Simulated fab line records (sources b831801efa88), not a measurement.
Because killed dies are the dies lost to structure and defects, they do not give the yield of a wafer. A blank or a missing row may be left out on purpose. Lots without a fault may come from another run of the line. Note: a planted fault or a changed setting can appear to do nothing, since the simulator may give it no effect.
A struck lot beside a sound one + flow sky130 + 31 steps out of a route of 708
Sound: these wafers, L595.2, L595.4, L595.6. Struck: wafer L604.6. (L604.2 of the same lot was not struck and is left out.) The cause comes at the end.
Order at every step that has rows: each side's tool, ch and its chambers, its first start. Under that, the readings that differ: sound wafers + struck wafers + difference of the means + sigmas: that difference in standard deviations of wafers without a fault.
alike: readings whose means differ by less than 2 such deviations, and words and numbers that are the same on both sides. not compared: withheld readings, readings that some wafer has no value for, bounds like >300 that may hide the same value, and numbers for which the record gives no deviation and whose values overlap.
A row with sigmas, a row that says differs or no value, or rows on one side alone: a step with any of these is where the two part. Numbers that don't overlap but have no deviation are shown without sigmas and don't part them. Lack of a reading on every wafer of one side parts them only where that side has two or more wafers.

first, 1 step without rows for these wafers: SKY_VIA1_ETCH_15 (etches SiO2 in C4F8/O2/Ar, stops on TiN, target depth 351 nm, time 54 s).
SKY_VIA1_STRIP_16: strips in O2/N2.
  sound on plasma asher-03 ch 0,1, day 34 20:46; struck on plasma asher-03 ch 0, day 37 22:27
  alike: drypump motor current A, o2 flow sccm, oes product au, strip time to endpoint s
  not compared: rf hours counter h
then, 5 steps without rows for these wafers: SKY_VIA1_STRIP_17 (strips in post etch residue remover, time 1200 s); SKY_VIA1_CLEAN_18 (cleans in IPA, time 180 s); SKY_VIA1_CLEAN_19 (cleans in O3/DIW); SKY_VIA1_SPUTTER_20 (material TiN, target thk 20 nm, time 80 s); SKY_VIA1_CVD_21 (deposits W, target thk 270 nm, time 80.902 s).
SKY_VIA1_RS_MEAS_22: measures by four-point-probe.
  sound: film metro-03 at day 34 21:32; struck: film metro-04 at day 37 23:17
  alike: VIA1_W_RS
SKY_VIA1_THK_MEAS_23: measures by xrf.
  sound: film metro-03 at day 34 21:38; struck: film metro-04 at day 37 23:23
  alike: VIA1_W_THK
SKY_VIA1_CMP_24: polishes, stops on SiO2, t overpolish 15 s, target thk 0 nm.
  sound on cmp-02 ch 0,1, day 34 21:41; struck on cmp-01 ch 2, day 37 23:32
  alike: edge zone pressure frac, motor current A, overpolish run s, retaining ring pressure frac, time to endpoint s
then, 1 step without rows for these wafers: SKY_METAL2_SPUTTER_00 (material Ti, target thk 15 nm, time 10 s).
SKY_METAL2_SPUTTER_01: material TiN, target thk 20 nm, time 16.7 s.
  sound: pvd sputter-02 at day 34 22:01; struck: pvd sputter-02 at day 37 23:46
| reading                | sound          | struck | difference | sigmas |
|------------------------|----------------|--------|------------|--------|
| throttle valve pct (%) | 30.1 27.2 27.1 | 30.2   | +2.1       | +2     |
SKY_METAL2_SPUTTER_02: material AlCu, target thk 250 nm, time 13.3 s.
  sound: pvd sputter-02 at day 34 22:02; struck: pvd sputter-02 at day 37 23:47
| reading                                     | sound             | struck | difference | sigmas |
|---------------------------------------------|-------------------|--------|------------|--------|
| throttle valve pct (%)                      | 30.3 26.8 27.2    | 30.4   | +2.3       | +2     |
| model.AlCu_of_METAL2_SPUTTER_02.thk nm (nm) | 252.5 257.5 255.4 | 409    | +154       |        |
SKY_METAL2_SPUTTER_03: material Ti, target thk 5 nm, time 3.3 s.
  sound: pvd sputter-02 at day 34 22:04; struck: pvd sputter-02 at day 37 23:49
| reading                | sound          | struck | difference | sigmas |
|------------------------|----------------|--------|------------|--------|
| throttle valve pct (%) | 30.4 26.9 27.2 | 30.4   | +2.2       | +2     |
SKY_METAL2_SPUTTER_04: material TiN, target thk 70 nm, time 58.3 s.
  sound: pvd sputter-02 at day 34 22:05; struck: pvd sputter-02 at day 37 23:50
| reading                | sound          | struck | difference | sigmas |
|------------------------|----------------|--------|------------|--------|
| throttle valve pct (%) | 30.4 27.1 26.9 | 30.2   | +2.1       | +2     |
SKY_METAL2_RS_MEAS_05: measures by four-point-probe.
  sound: film metro-01 at day 34 22:09; struck: film metro-03 at day 37 23:54
| reading                 | sound                | struck | difference | sigmas |
|-------------------------|----------------------|--------|------------|--------|
| METAL2_ALCU_RS (ohm/sq) | 0.1250 0.1226 0.1238 | 0.0765 | -0.0473    | -32    |
SKY_METAL2_THK_MEAS_06: measures by xrf.
  sound: film metro-01 at day 34 22:16; struck: film metro-03 at day 38 00:01
| reading              | sound       | struck | difference | sigmas |
|----------------------|-------------|--------|------------|--------|
| METAL2_ALCU_THK (nm) | 257 260 259 | 415    | +156       | +50    |
then, 8 steps without rows for these wafers: SKY_METAL2_DEHYDRATE_07 (time 60 s); SKY_METAL2_HMDS_08 (prime time 60 s); SKY_METAL2_COAT_09 (resist thk 60 nm); SKY_METAL2_COAT_10 (resist thk 450 nm); SKY_METAL2_SOFTBAKE_11 (time 90 s); SKY_METAL2_EXPOSE_12 (exposes mask MM2, target cd 140 nm); SKY_METAL2_PEB_13; SKY_METAL2_DEVELOP_14 (develop time 60 s).
SKY_METAL2_CD_MEAS_15: the cd target is 140 nm.
  sound: cd sem-01 at day 36 00:50; struck: cd sem-01 at day 39 01:44
  alike: cd nm
SKY_METAL2_OVL_MEAS_16:
  sound: overlay-02 at day 36 00:56; struck: overlay-02 at day 39 01:50
  alike: METAL2_OVL
then, 2 steps without rows for these wafers: SKY_METAL2_DESCUM_17 (chemistry O2, time 8 s); SKY_METAL2_ETCH_18 (etches BARC in N2/H2, stops on SiO2, time 45.9 s, target depth 60 nm).
SKY_METAL2_METAL_ETCH_19: etches the open film in Cl2/BCl3, stops on SiO2, target depth 360 nm, time 78 s.
  sound on rie metal-01 ch 0,1, day 36 01:04; struck on rie metal-01 ch 1, day 39 01:58
| reading               | sound             | struck | difference | sigmas |
|-----------------------|-------------------|--------|------------|--------|
| oes product au (a.u.) | 0.865 0.861 0.859 | 1.017  | +0.155     | +26    |
  alike: drypump motor current A, rf fwd power W, throttle valve pct
  not compared: rf hours counter h
then, 1 step without rows for these wafers: SKY_METAL2_STRIP_20 (strips in O2/N2).

WHERE THEY PART
Earliest at SKY_METAL2_SPUTTER_01; latest, in this record, at SKY_METAL2_METAL_ETCH_19.

WHY: what had been put in by the simulator
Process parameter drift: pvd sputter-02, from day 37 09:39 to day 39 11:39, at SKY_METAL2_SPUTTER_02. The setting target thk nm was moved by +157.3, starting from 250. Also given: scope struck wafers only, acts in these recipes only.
